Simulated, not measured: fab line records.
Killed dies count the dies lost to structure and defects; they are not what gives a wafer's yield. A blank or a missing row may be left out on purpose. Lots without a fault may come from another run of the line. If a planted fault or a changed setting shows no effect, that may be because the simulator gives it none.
fab line records + flow sky130
[record]
- lots = 14
- wafers = 42
- last-day = 50
route steps=708 shown METAL5@664 PAD_OPEN@708
lots that met no fault: taken from a fault-free run of the same line
start-h: hours from the record's first day to the start of the lot's first wafer shown + wait-h: time in hours since the lot's previous step + " same as the row above + L1.1+2: one row covering several wafers at once + - no value, or no start was given + * or withheld: withheld + < > ~ a bound
route shown NAME@n: NAME is a module with steps in the file, n the number in the route of the first one + usual: average and standard deviation across the fault-free wafers + same: alike in all rows + chamber/n: place in a boat + sites: per-site readings + _std_site: the standard deviation of these + _edge_site: the outer-site mean with the inner-site mean subtracted + radius-mm: for every site, how far away it sits from the centre of the wafer + mask NAME#n: copy n + behind: the tool/chamber that last shaped the wafer + hold: why the lot went on hold/how many hours it stayed there/how the hold came to an end + device: whichever transistor did not switch (one of n, p or np) + end of line: the same wafers' tests at the end of the route + a step without rows: its recipe alone + killed: dies that structure and defects cost at the first sort, which is not the same as the wafer's yield + map: a wafer's dies, x killed, . not, _ none there
set.NAME: the setting that was run; set.NAME@STEP: the one run at that earlier step + model.NAME: the simulator's own value behind a step, which no gauge read
one table for each step of the route and one row for each wafer, over a sample of lots
services: when a tool's chamber went out of use (start-h, in hours from the record's first day, below 0 if earlier), for how many hours, and the reason
[[steps]]
[step SKY_METAL5_SPUTTER_03]
[recipe]
- material = Ti
- target-thk-nm = 5
- power-w = 3000
- time-s = 3.3
- chamber-pressure-pa = 0.4
[usual]
- throttle-valve-pct = 30.2/0.87
| lot.wafer | tool           | chamber | start-h | wait-h | throttle-valve-pct |
|-----------|----------------|---------|---------|--------|--------------------|
| L208.4    | pvd-sputter-01 | -       | 1006.65 | 0.0    | 32.3               |
| L208.5    | "              | -       | "       | "      | 29.8               |
| L208.6    | "              | -       | "       | "      | 29.0               |
| L210.1    | pvd-sputter-01 | -       | 1018.10 | 0.0    | 32.3               |
| L210.4    | "              | -       | "       | "      | 28.8               |
| L210.5    | "              | -       | "       | "      | 32.3               |
| L209.2    | pvd-sputter-01 | -       | 1026.41 | 0.0    | 32.0               |
| L209.5    | "              | -       | "       | "      | 32.2               |
| L209.6    | "              | -       | "       | "      | 30.7               |
| L211.1    | pvd-sputter-04 | -       | 1026.65 | 0.0    | 30.8               |
| L211.3    | "              | -       | "       | "      | 29.3               |
| L211.5    | "              | -       | "       | "      | 30.4               |
| L213.2    | pvd-sputter-04 | -       | 1045.23 | 0.0    | 30.7               |
| L213.4    | "              | -       | "       | "      | 30.1               |
| L213.6    | "              | -       | "       | "      | 30.2               |
| L214.1    | pvd-sputter-01 | -       | 1065.53 | 0.0    | 30.8               |
| L214.5    | "              | -       | "       | "      | 32.2               |
| L214.6    | "              | -       | "       | "      | 30.9               |
| L217.3    | pvd-sputter-04 | -       | 1074.88 | 0.0    | 29.8               |
| L217.4    | "              | -       | "       | "      | 29.7               |
| L217.5    | "              | -       | "       | "      | 29.9               |
| L218.1    | pvd-sputter-04 | -       | 1076.81 | 0.0    | 30.1               |
| L218.3    | "              | -       | "       | "      | 30.8               |
| L218.5    | "              | -       | "       | "      | 29.5               |
| L219.2    | pvd-sputter-04 | -       | 1082.15 | 0.0    | 29.7               |
| L219.3    | "              | -       | "       | "      | 29.3               |
| L219.5    | "              | -       | "       | "      | 29.7               |
| L221.2    | pvd-sputter-04 | -       | 1098.22 | 0.0    | 30.4               |
| L221.4    | "              | -       | "       | "      | 29.3               |
| L221.5    | "              | -       | "       | "      | 30.9               |
| L223.3    | pvd-sputter-04 | -       | 1107.67 | 0.0    | 29.3               |
| L223.4    | "              | -       | "       | "      | 29.8               |
| L223.6    | "              | -       | "       | "      | 31.0               |
| L228.2    | pvd-sputter-04 | -       | 1136.79 | 0.0    | 30.7               |
| L228.3    | "              | -       | "       | "      | 29.9               |
| L228.4    | "              | -       | "       | "      | 29.3               |
| L229.4    | pvd-sputter-02 | -       | 1138.86 | 0.0    | 28.8               |
| L229.5    | "              | -       | "       | "      | 29.7               |
| L229.6    | "              | -       | "       | "      | 30.0               |
| L230.1    | pvd-sputter-02 | -       | 1142.84 | 0.0    | 30.0               |
| L230.4    | "              | -       | "       | "      | 29.6               |
| L230.6    | "              | -       | "       | "      | 29.5               |
[step SKY_PAD_OPEN_PROBE_99]
[usual]
- defect-limited-yield = 82.5/2
- killed_at_M0_to_M3 = 44/7
- killed_at_M4_up = 3.0/1.7
- killed-at-contacts = 24/5.2
- killed-at-front-end = 15/4.8
- killed-at-other = 0.2/0.56
- killed-dies = 86/9.7
- killed-open = 47/7.1
- killed-short = 39/6.3
- sort_bin_3_pad_short = 0.9/0.4
- sort_bin_5_function = 10.3/1.6
- sort_bin_6_memory = 6.3/1.2
- sort-n-pass = 406/9.7
- sort-yield-pct = 82.5/2
[same]
- gross-dies = 492
- killed-at-back-side = 0
- sort_bin_4_leakage[%] = 0
- sort_bin_8_speed[%] = 0
| lot.wafer | tool      | chamber | start-h | wait-h | defect-limited-yield[%] | killed_at_M0_to_M3 | killed_at_M4_up | killed-at-contacts | killed-at-front-end | killed-at-other | killed-dies | killed-open | killed-short | sort_bin_3_pad_short[%] | sort_bin_5_function[%] | sort_bin_6_memory[%] | sort-n-pass | sort-yield-pct[%] |
|-----------|-----------|---------|---------|--------|-------------------------|--------------------|-----------------|--------------------|---------------------|-----------------|-------------|-------------|--------------|-------------------------|------------------------|----------------------|-------------|-------------------|
| L223.3    | prober-02 | -       | 1168.25 | 0.2    | 77.6                    | 58                 | 7               | 16                 | 26                  | 3               | 110         | 62          | 47           | 1.0                     | 16.5                   | 4.9                  | 382         | 77.6              |
| L223.4    | prober-02 | -       | 1168.30 | 0.2    | 72.0                    | 45                 | 64              | 18                 | 10                  | 1               | 138         | 42          | 36           | 4.7                     | 16.5                   | 6.9                  | 354         | 72.0              |
| L223.6    | prober-02 | -       | 1168.40 | 0.2    | 81.7                    | 40                 | 2               | 29                 | 18                  | 1               | 90          | 43          | 46           | 1.2                     | 12.2                   | 4.9                  | 402         | 81.7              |
| L228.2    | prober-01 | -       | 1192.13 | 0.1    | 79.1                    | 55                 | 2               | 32                 | 14                  | 0               | 103         | 53          | 50           | 1.2                     | 13.2                   | 6.5                  | 389         | 79.1              |
| L228.3    | prober-01 | -       | 1192.18 | 0.2    | 73.4                    | 37                 | 61              | 27                 | 6                   | 0               | 131         | 43          | 29           | 5.5                     | 13.2                   | 7.9                  | 361         | 73.4              |
| L228.4    | prober-01 | -       | 1192.23 | 0.2    | 81.9                    | 58                 | 1               | 21                 | 9                   | 0               | 89          | 49          | 40           | 1.0                     | 12.2                   | 4.9                  | 403         | 81.9              |
// killed by level:class
L223.3 VIA1:geometric-particle:open=18 VIA2:geometric-particle:open=11 METAL2:geometric-particle:short=10 FIELD_ISO:geometric-particle:open=7 FIELD_ISO:geometric-particle:short=7 LI_CONTACT:geometric-particle:open=6 CONTACT:geometric-particle:open=6 METAL4:geometric-particle:short=5
L223.4 METAL5:unspecified=60 VIA1:geometric-particle:open=9 VIA1:geometric-particle:short=7 VIA2:geometric-particle:open=7 VIA3:geometric-particle:open=7 CONTACT:geometric-particle:open=6 FIELD_ISO:geometric-particle:short=5 POLY_GATE:geometric-particle:open=4
L223.6 LI_CONTACT:geometric-particle:open=9 METAL2:geometric-particle:short=8 CONTACT:geometric-particle:open=7 LI_CONTACT:geometric-particle:short=7 VIA1:geometric-particle:open=7 VIA1:geometric-particle:short=6 FIELD_ISO:geometric-particle:short=4 FIELD_ISO:geometric-particle:open=4
L228.2 CONTACT:geometric-particle:open=13 VIA1:geometric-particle:open=12 METAL2:geometric-particle:short=10 VIA2:geometric-particle:open=9 CONTACT:geometric-particle:short=6 FIELD_ISO:geometric-particle:short=5 METAL1:geometric-particle:short=5 LI_CONTACT:geometric-particle:open=5
L228.3 METAL5:unspecified=59 CONTACT:geometric-particle:open=10 VIA3:geometric-particle:open=8 VIA2:geometric-particle:open=8 LI_CONTACT:geometric-particle:open=7 LOCAL_INTERCONNECT:geometric-particle:short=6 VIA1:geometric-particle:open=5 VIA1:geometric-particle:short=4
L228.4 VIA1:geometric-particle:open=10 VIA2:geometric-particle:open=10 VIA3:geometric-particle:short=8 LI_CONTACT:geometric-particle:open=7 CONTACT:geometric-particle:open=7 METAL2:geometric-particle:short=6 METAL1:geometric-particle:short=6 VIA3:geometric-particle:open=6
[[services]]
| tool           | chamber | start-h | hours | kind   |
|----------------|---------|---------|-------|--------|
| pvd-sputter-04 | -       | 992.93  | 1.3   | repair |
| pvd-sputter-04 | -       | 1049.80 | 10.7  | repair |
| pvd-sputter-04 | -       | 1066.53 | 0.6   | repair |
| pvd-sputter-04 | -       | 1122.99 | 1.6   | repair |
| pvd-sputter-01 | -       | 1128.82 | 1.4   | repair |
[[key]]
[first-sign]
- step = SKY_PAD_OPEN_PROBE_99
- reading = killed_at_M4_up
- direction = up
- sigmas = 34
- usual = 3.0
- struck = 62.5
[effect]
- step = SKY_PAD_OPEN_PROBE_99
- reading = sort_bin_3_pad_short
- direction = up
- sigmas = 11
- usual = 0.9
- struck = 5.1
met-at SKY_METAL5_SPUTTER_03
struck-lots L223,L228
struck-wafers L223.4,L228.3
onset-between 1082.15 1107.67
[fault]
- kind = chamber-particle-source
- tool = pvd-sputter-04
- chamber = -
- onset-h = 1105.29
- steps = SKY_METAL5_SPUTTER_03
- rate-per-visit-cm2 = 1.7935
- end-h = 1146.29
- scope = struck-wafers-only
